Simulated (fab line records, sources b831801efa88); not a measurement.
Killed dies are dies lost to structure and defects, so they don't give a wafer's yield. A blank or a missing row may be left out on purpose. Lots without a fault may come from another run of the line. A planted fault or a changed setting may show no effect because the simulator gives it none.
Which tool did it? | flow gf180mcu | 14 lots, 42 wafers sampled, at 3 steps of a route of 602

WHAT THE GAUGES READ, wafer by wafer
GF_SAB_THK_MEAS_01.
lot  | measured     | on            | SAB_CVD_00_THK (nm)
L734 | day 14 03:38 | film_metro-02 | 49.2 50.5 49.5
L735 | day 14 11:41 | film_metro-04 | 49.7 50.9 51.2
L736 | day 14 19:28 | film_metro-01 | 50.3 50.8 50.6
L737 | day 15 04:16 | film_metro-01 | 49.8 49.6 51.0
L739 | day 16 04:47 | film_metro-01 | 49.8 51.0 50.6
L740 | day 16 16:19 | film_metro-04 | 50.5 51.6 50.8
L741 | day 16 20:47 | film_metro-02 | 49.6 50.0 50.3
L742 | day 17 01:55 | film_metro-04 | 49.7 50.2 50.3
L744 | day 17 19:49 | film_metro-02 | 49.3 50.2 50.4
L745 | day 18 04:02 | film_metro-04 | 50.0 50.5 49.7
L748 | day 19 04:46 | film_metro-02 | 49.3 49.7 48.8
L749 | day 19 11:35 | film_metro-01 | 50.3 50.9 50.5
L753 | day 20 21:58 | film_metro-01 | 50.0 49.7 50.9
L755 | day 21 11:58 | film_metro-04 | 50.4 50.9 50.5

GF_M2_CD_MEAS_14: target cd 280 nm.
lot  | measured     | on        | cd_nm (nm)
L734 | day 19 00:11 | cd_sem-01 | 281.0 281.9 280.3
L735 | day 19 13:54 | cd_sem-01 | 279.5 278.9 279.5
L736 | day 19 19:06 | cd_sem-01 | 279.9 281.1 281.4
L737 | day 20 04:49 | cd_sem-01 | 280.1 281.4 280.7
L739 | day 21 08:02 | cd_sem-02 | 279.3 279.3 280.5
L740 | day 21 18:37 | cd_sem-02 | 278.4 278.6 278.8
L741 | day 22 01:29 | cd_sem-02 | 280.9 280.6 280.2
L742 | day 22 03:34 | cd_sem-02 | 278.7 277.9 278.5
L744 | day 23 00:59 | cd_sem-01 | 281.6 280.0 281.3
L745 | day 23 07:45 | cd_sem-02 | 280.5 280.4 279.9
L748 | day 24 06:20 | cd_sem-01 | 278.1 277.4 279.5
L749 | day 24 14:53 | cd_sem-02 | 280.4 280.8 279.3
L753 | day 25 21:53 | cd_sem-01 | 280.5 280.3 280.6
L755 | day 26 09:00 | cd_sem-01 | 281.0 280.3 281.3

WHICH TOOL RAN EACH LOT (tool, then ch and the chambers of the sampled wafers, then the start)
lot  | GF_HV_LDD_SOFTBAKE_03
L734 | litho_track-02 ch 0, day 9 14:19
L735 | litho_track-04 ch 0, day 9 21:06
L736 | litho_track-01 ch 0, day 10 02:31
L737 | litho_track-01 ch 0, day 10 09:58
L739 | litho_track-02 ch 0, day 11 05:28
L740 | litho_track-01 ch 0, day 11 14:49
L741 | litho_track-02 ch 0, day 11 20:16
L742 | litho_track-04 ch 0, day 12 00:48
L744 | litho_track-02 ch 0, day 12 16:47
L745 | litho_track-04 ch 0, day 12 23:33
L748 | litho_track-01 ch 0, day 13 19:52
L749 | litho_track-02 ch 0, day 14 02:57
L753 | litho_track-02 ch 0, day 15 09:42
L755 | litho_track-02 ch 0, day 16 00:45
- GF_HV_LDD_SOFTBAKE_03: time 60 s.

WHAT THE TOOLS THEMSELVES READ (means of the sampled wafers that have a number; where no wafer has one, the mark that the record gives instead)
GF_HV_LDD_SOFTBAKE_03.
lot  | tool           | run_length_s (s)
L734 | litho_track-02 | 89.41
L735 | litho_track-04 | 88.96
L736 | litho_track-01 | 89.23
L737 | litho_track-01 | 89.39
L739 | litho_track-02 | 89.38
L740 | litho_track-01 | 89.30
L741 | litho_track-02 | 89.37
L742 | litho_track-04 | 89.01
L744 | litho_track-02 | 89.50
L745 | litho_track-04 | 88.95
L748 | litho_track-01 | 89.29
L749 | litho_track-02 | 89.44
L753 | litho_track-02 | 95.64
L755 | litho_track-02 | 95.63

THE ANSWER, worked out from the rows above alone
Rule: what is usual is taken from the lots themselves. Put in order of their means at a reading, lots are off if they are a third of the lots or fewer, leave a main group of 4 or more, and stand apart from it by a gap of 3 or more times the standard deviation of the main group's means; of several such gaps the widest counts. A main group whose means are all the same, to the digits that the tables above print for the reading, isn't used. A lot without any number at a reading at which 4 lots or more have one is off too. The other lots that the step has rows for count as sound. The gauges are gone through in route order, then the tools' own readings, and for those a lot's mean is taken as printed above. The first step at which some lot is off is used, and at that step the reading that is off furthest; a lot without a number counts as furthest.
Off: L753, L755, at GF_HV_LDD_SOFTBAKE_03 (run_length_s). The main group: mean 89.27 s, standard deviation 0.18.
A tool fits if, at that step or a process step before it, it ran every lot that is off, and no sound lot after the first of them. One fits: litho_track-02 at GF_HV_LDD_SOFTBAKE_03. Its last sound lot is L749 (day 14 02:57), its first lot that is off L753 (day 15 09:42): a fault that began between those two fits.
The tool's own readings at GF_HV_LDD_SOFTBAKE_03 bear it out: on the lots that are off they differ by more than 5 times the standard deviation of the sound lots' means. run_length_s reads 95.63 s there against 89.27 s on the sound lots.

WHAT THE SIMULATOR HAD PUT IN
Process parameter drift: litho_track-02, from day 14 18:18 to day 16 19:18, at GF_HV_LDD_SOFTBAKE_03. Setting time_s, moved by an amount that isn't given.
Lots struck among those shown: L753, L755. The rule above found the same.
